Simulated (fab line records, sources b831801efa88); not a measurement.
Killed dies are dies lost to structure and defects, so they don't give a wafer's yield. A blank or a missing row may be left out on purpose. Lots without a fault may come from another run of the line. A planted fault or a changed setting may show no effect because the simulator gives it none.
Which tool did it? | flow gf180mcu | 13 lots, 39 wafers sampled, at 3 steps of a route of 602

WHAT THE GAUGES READ, wafer by wafer
GF_STI_CD_MEAS_12: target cd 220 nm.
lot  | measured    | on        | cd_nm (nm)
L222 | day 2 02:07 | cd_sem-02 | 218.4 218.3 218.8
L225 | day 2 16:34 | cd_sem-02 | 217.6 218.0 218.2
L228 | day 3 07:53 | cd_sem-01 | 219.8 221.1 220.4
L229 | day 3 13:35 | cd_sem-02 | 220.7 220.9 221.8
L231 | day 3 22:49 | cd_sem-02 | 219.1 218.8 219.0
L232 | day 4 05:50 | cd_sem-02 | 219.6 220.0 221.4
L233 | day 4 10:43 | cd_sem-02 | 218.4 217.3 218.9
L234 | day 4 15:11 | cd_sem-02 | 221.8 221.8 222.1
L236 | day 5 01:14 | cd_sem-02 | 217.7 219.0 218.2
L237 | day 5 07:35 | cd_sem-01 | 217.8 219.5 219.5
L240 | day 5 21:53 | cd_sem-01 | 221.8 221.0 221.5
L243 | day 6 13:31 | cd_sem-02 | 175.1 175.1 176.6
L245 | day 7 01:11 | cd_sem-02 | 219.3 219.0 219.0

GF_M2_CD_MEAS_14: target cd 280 nm.
lot  | measured     | on        | cd_nm (nm)
L222 | day 19 03:55 | cd_sem-01 | 279.7 279.6 279.4
L225 | day 20 08:37 | cd_sem-01 | 279.8 280.0 280.7
L228 | day 21 14:44 | cd_sem-02 | 279.4 280.2 278.6
L229 | day 21 19:41 | cd_sem-01 | 280.9 281.0 280.7
L231 | day 22 14:43 | cd_sem-01 | 279.8 280.8 281.0
L232 | day 23 00:38 | cd_sem-02 | 283.4 282.9 284.2
L233 | day 23 11:40 | cd_sem-01 | 279.7 279.1 280.4
L234 | day 23 19:20 | cd_sem-01 | 279.7 279.7 279.1
L236 | day 24 09:35 | cd_sem-01 | 280.0 279.2 278.8
L237 | day 24 11:56 | cd_sem-02 | 279.6 280.0 280.5
L240 | day 25 16:02 | cd_sem-01 | 281.7 281.3 282.8
L245 | day 27 06:14 | cd_sem-02 | 281.6 281.7 281.6

WHICH TOOL RAN EACH LOT (tool, then ch and the chambers of the sampled wafers, then the start)
lot  | GF_STI_EXPOSE_09
L222 | krf_scanner-02 ch 0, day 1 20:17
L225 | krf_scanner-01 ch 0, day 2 10:23
L228 | krf_scanner-02 ch 0, day 3 01:53
L229 | krf_scanner-02 ch 0, day 3 07:17
L231 | krf_scanner-02 ch 0, day 3 16:35
L232 | krf_scanner-01 ch 0, day 3 23:31
L233 | krf_scanner-01 ch 0, day 4 04:13
L234 | krf_scanner-01 ch 0, day 4 08:14
L236 | krf_scanner-01 ch 0, day 4 18:37
L237 | krf_scanner-01 ch 0, day 5 00:14
L240 | krf_scanner-01 ch 0, day 5 15:31
L243 | krf_scanner-01 ch 0, day 6 06:31
L245 | krf_scanner-01 ch 0, day 6 17:38
- GF_STI_EXPOSE_09: exposes mask COMP, target cd 220 nm.

WHAT THE TOOLS THEMSELVES READ (means of the sampled wafers that have a number; where no wafer has one, the mark that the record gives instead)
GF_STI_EXPOSE_09.
lot  | tool           | reticle_temp_C (C) | stage_vel_mm_s (mm/s)
L222 | krf_scanner-02 | 22.97              | 500.05
L225 | krf_scanner-01 | 22.93              | 500.15
L228 | krf_scanner-02 | 22.85              | 500.19
L229 | krf_scanner-02 | 23.01              | 500.20
L231 | krf_scanner-02 | 22.99              | 499.94
L232 | krf_scanner-01 | 22.94              | 499.90
L233 | krf_scanner-01 | 23.02              | 499.84
L234 | krf_scanner-01 | 22.93              | 500.05
L236 | krf_scanner-01 | 23.00              | 499.58
L237 | krf_scanner-01 | 22.88              | 500.19
L240 | krf_scanner-01 | 23.02              | 500.16
L243 | krf_scanner-01 | 22.99              | 500.12
L245 | krf_scanner-01 | 22.94              | 500.27

THE ANSWER, worked out from the rows above alone
Rule: what is usual is taken from the lots themselves. Put in order of their means at a reading, lots are off if they are a third of the lots or fewer, leave a main group of 4 or more, and stand apart from it by a gap of 3 or more times the standard deviation of the main group's means; of several such gaps the widest counts. A main group whose means are all the same, to the digits that the tables above print for the reading, isn't used. A lot without any number at a reading at which 4 lots or more have one is off too. The other lots that the step has rows for count as sound. The gauges are gone through in route order, then the tools' own readings, and for those a lot's mean is taken as printed above. The first step at which some lot is off is used, and at that step the reading that is off furthest; a lot without a number counts as furthest.
Off: L243, at GF_STI_CD_MEAS_12 (cd_nm). The main group: mean 219.6 nm, standard deviation 1.3.
A tool fits if, at a process step before that reading, it ran every lot that is off, and no sound lot after the first of them. The gauges at GF_STI_CD_MEAS_12 are tried like those tools. None of those tried fits.

WHAT THE SIMULATOR HAD PUT IN
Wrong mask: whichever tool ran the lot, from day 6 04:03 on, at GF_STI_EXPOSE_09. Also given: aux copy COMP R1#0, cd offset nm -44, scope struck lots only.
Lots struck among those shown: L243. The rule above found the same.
